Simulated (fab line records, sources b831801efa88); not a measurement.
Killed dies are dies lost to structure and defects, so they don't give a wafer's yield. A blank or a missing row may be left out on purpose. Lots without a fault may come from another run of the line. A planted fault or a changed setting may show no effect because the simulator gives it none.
Split-lot experiment | flow sfq_line | 5 lots, 23 wafers read, on a route of 325 steps

THE SPLIT
At SFQ_TRILAYER_M1_LITHO_EXPOSE_040 (exposes mask M1, target cd 500 nm), the setting dose_mj was moved away from the recipe's 14.4 on 8 of the 23 wafers read, by +4.2% to +7.4%. The other wafers ran this setting at the recipe's value.

FROM THE SPLIT TO THE READING: what the file shows between them, 1 step
- SFQ_TRILAYER_M1_BARC_OPEN_METAL_ETCH_054: etches BARC in O2, target depth 125 nm, time 41.7 s (also split here: time_s)

THE READING
M1.cd_nm (the simulator's own value, which no gauge read), in nm, at SFQ_TRILAYER_M1_ETCH_METAL_ETCH_042 (etches Nb in Cl2/Ar, stops on SiO2, target depth 240 nm, time 120 s). The file gives no usual value for it. The 15 wafers here that ran the recipe average 499.5 nm, standard deviation 1.7 nm.

wafer  | tool, chamber at the split | dose_mj as run | against the recipe | M1.cd_nm, nm | against lot-mates on the recipe
L075.1 | krf_scanner-01, 0          | 14.4           | recipe             | 498          | -
L075.2 | krf_scanner-01, 0          | 14.4           | recipe             | 502.4        | -
L075.3 | krf_scanner-01, 0          | 15.47          | +7.4%              | 486.8        | -13.4
L075.4 | krf_scanner-01, 0          | 15.47          | +7.4%              | 489.8        | -10.4
L075.5 | krf_scanner-01, 0          | 15.47          | +7.4%              | 486.7        | -13.5
L076.1 | krf_scanner-01, 0          | 15.45          | +7.3%              | 487.9        | -13.0
L076.2 | krf_scanner-01, 0          | 14.4           | recipe             | 502.5        | -
L076.3 | krf_scanner-01, 0          | 14.4           | recipe             | 499.2        | -
L076.4 | krf_scanner-01, 0          | 15.45          | +7.3%              | 491.3        | -9.6
L076.5 | krf_scanner-01, 0          | 15.45          | +7.3%              | 491.2        | -9.7
L079.1 | krf_scanner-01, 0          | 14.4           | recipe             | 498.3        | -
L079.3 | krf_scanner-01, 0          | 14.4           | recipe             | 499.9        | -
L079.4 | krf_scanner-01, 0          | 15.01          | +4.2%              | 495.4        | -3.6
L079.5 | krf_scanner-01, 0          | 14.4           | recipe             | 498.9        | -
L079.6 | krf_scanner-01, 0          | 15.01          | +4.2%              | 495.8        | -3.2
L082.1 | krf_scanner-01, 0          | 14.4           | recipe             | 498.8        | -
L082.2 | krf_scanner-01, 0          | 14.4           | recipe             | 501.5        | -
L082.4 | krf_scanner-01, 0          | 14.4           | recipe             | 497.4        | -
L085.1 | krf_scanner-01, 0          | 14.4           | recipe             | 500          | -
L085.2 | krf_scanner-01, 0          | 14.4           | recipe             | 498.2        | -
L085.3 | krf_scanner-01, 0          | 14.4           | recipe             | 501.2        | -
L085.4 | krf_scanner-01, 0          | 14.4           | recipe             | 496.5        | -
L085.6 | krf_scanner-01, 0          | 14.4           | recipe             | 500          | -

THE FIT
A straight line over all 23 wafers: M1.cd_nm changes by -1.4 nm for each +1% of dose_mj; r = -0.93; the points scatter about the line by 1.9 nm.
The same after taking each lot's own level away (the mean of its wafers on the recipe; 23 wafers): -1.52 nm for each +1%; r = -0.94; scatter 1.9 nm.
On that fit, the largest move of dose_mj shifts the reading by 11 nm.
The lots' own levels span 499.03 to 500.85 nm, that is 1.1 times the standard deviation above.
So the lot-to-lot level changes the slope little: the two slopes agree.
Check: with one of the wafers moved furthest among these (+7.4%) left out of the fit, the line predicts -10.7 nm for it against its lot-mates. It came out at -13.4 nm against them.

OTHER SPLITS ON THESE WAFERS
These wafers also went through other splits before the reading. Each is held against what the fit with the lots' levels taken away leaves over:
other split on the same wafers                     | wafers away from the commonest value | r with M1.cd_nm (lot level and that fit taken away)
SFQ_TRILAYER_INCOMING_OXIDATION_002 ox_time_s      | 18                                   | -0.02
SFQ_TRILAYER_L0_LITHO_COAT_010 resist_thk_nm       | 9                                    | +0.16
SFQ_TRILAYER_L0_VIA_LITHO_PEB_016 peb_time_s       | 7                                    | +0.10
SFQ_TRILAYER_M0_LITHO_EXPOSE_022 dose_mj           | 12                                   | +0.06
SFQ_TRILAYER_M0_ETCH_METAL_ETCH_024 pressure_mtorr | 10                                   | +0.03
SFQ_TRILAYER_I0_VIA_LITHO_COAT_031 resist_thk_nm   | 5                                    | -0.24
SFQ_TRILAYER_M1_DEP_SPUTTER_037 power_w            | 10                                   | +0.15
SFQ_TRILAYER_M1_BARC_OPEN_METAL_ETCH_054 time_s    | 8                                    | +0.12

THE WHOLE CHAIN: every reading that the file lists as answering this split, in the file's order
step                                     | what it does                                                        | reading                                                   | change (the file's fit)              | r (the file's)
SFQ_TRILAYER_M1_BARC_OPEN_METAL_ETCH_054 | etches BARC in O2, target depth 125 nm, time 41.7 s                 | M1.cd_nm (the simulator's own value, which no gauge read) | -1.56 nm for each +1% of the setting | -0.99
SFQ_TRILAYER_M1_ETCH_METAL_ETCH_042      | etches Nb in Cl2/Ar, stops on SiO2, target depth 240 nm, time 120 s | M1.cd_nm (the simulator's own value, which no gauge read) | -1.46 nm for each +1% of the setting | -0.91

THE FILE'S OWN FIT
M1.cd_nm changes by -1.46 nm for each +1% of dose_mj, r = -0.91.
